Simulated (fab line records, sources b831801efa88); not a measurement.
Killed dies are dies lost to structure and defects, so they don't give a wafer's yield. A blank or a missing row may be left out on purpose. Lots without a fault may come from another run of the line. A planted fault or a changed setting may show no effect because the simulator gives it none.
One fault seen from 2 desks | flow gf180mcu | each desk has only its own numbers; what lay behind them comes last

THE METROLOGY DESK
What the gauges read, lot by lot, whatever tool the lot ran on: means of the sampled wafers that have a number. A lot is out of limits, marked OUT, if its mean lies more than 4 standard deviations from the usual mean; the brackets give that distance.
Columns: A = cd_nm at GF_M5_CD_MEAS_07, usual 279.9 nm; B = V5_CVD_02_THK at GF_V5_THK_MEAS_03, usual 1446 nm
lot  | first seen here | A     | B
L685 | day 26 05:10    | 279.0 | 1436
L686 | day 26 11:59    | 281.3 | 1457
L688 | day 27 03:56    | 278.6 | 1426
L689 | day 27 14:37    | 280.2 | 1431
L690 | day 27 23:44    | 279.2 | 1440
L692 | day 28 11:38    | 280.0 | 1449
L694 | day 29 06:58    | 279.8 | 1452
L696 | day 29 19:20    | 279.7 | 1451
L701 | day 31 01:37    | 279.1 | 1464
L702 | day 31 12:36    | 280.6 | 1461
L703 | day 31 18:12    | 280.3 | 1469
L708 | day 32 16:08    | 282.2 | 1442
L707 | day 32 17:56    | 280.9 | 1442
This desk's finding: nothing out of limits on any of the 13 lots.

THE TOOL OWNER'S DESK: pvd_sputter-01
The tool's own readings at GF_V1_SPUTTER_22 (material TiN, target thk 10 nm, time 40 s): means of the sampled wafers that have a number, for each lot that ran on this tool. A lot is out of limits, marked OUT, if its mean lies more than 4 standard deviations from the usual mean; the brackets give that distance.
Columns: A = cathode_dc_power_W at GF_V1_SPUTTER_22, usual 4000.1 W; B = throttle_valve_pct at GF_V1_SPUTTER_22, usual 30.2 %
lot  | first seen here | A      | B
L685 | day 18 02:43    | 4000.0 | 30.7
L688 | day 19 05:34    | 4000.8 | 30.3
L694 | day 21 18:16    | 4000.2 | 30.3
L696 | day 22 10:24    | 4000.2 | 31.0
L703 | day 24 21:13    | 4000.4 | 30.6
L708 | day 26 00:46    | 4000.5 | 29.9
L707 | day 26 04:28    | 3999.9 | 30.8
This desk's finding: nothing out of limits on any of the 7 lots.

PUT TOGETHER
The metrology desk saw nothing out of limits.
The tool owner's desk saw nothing out of limits.

WHAT THE SIMULATOR HAD PUT IN
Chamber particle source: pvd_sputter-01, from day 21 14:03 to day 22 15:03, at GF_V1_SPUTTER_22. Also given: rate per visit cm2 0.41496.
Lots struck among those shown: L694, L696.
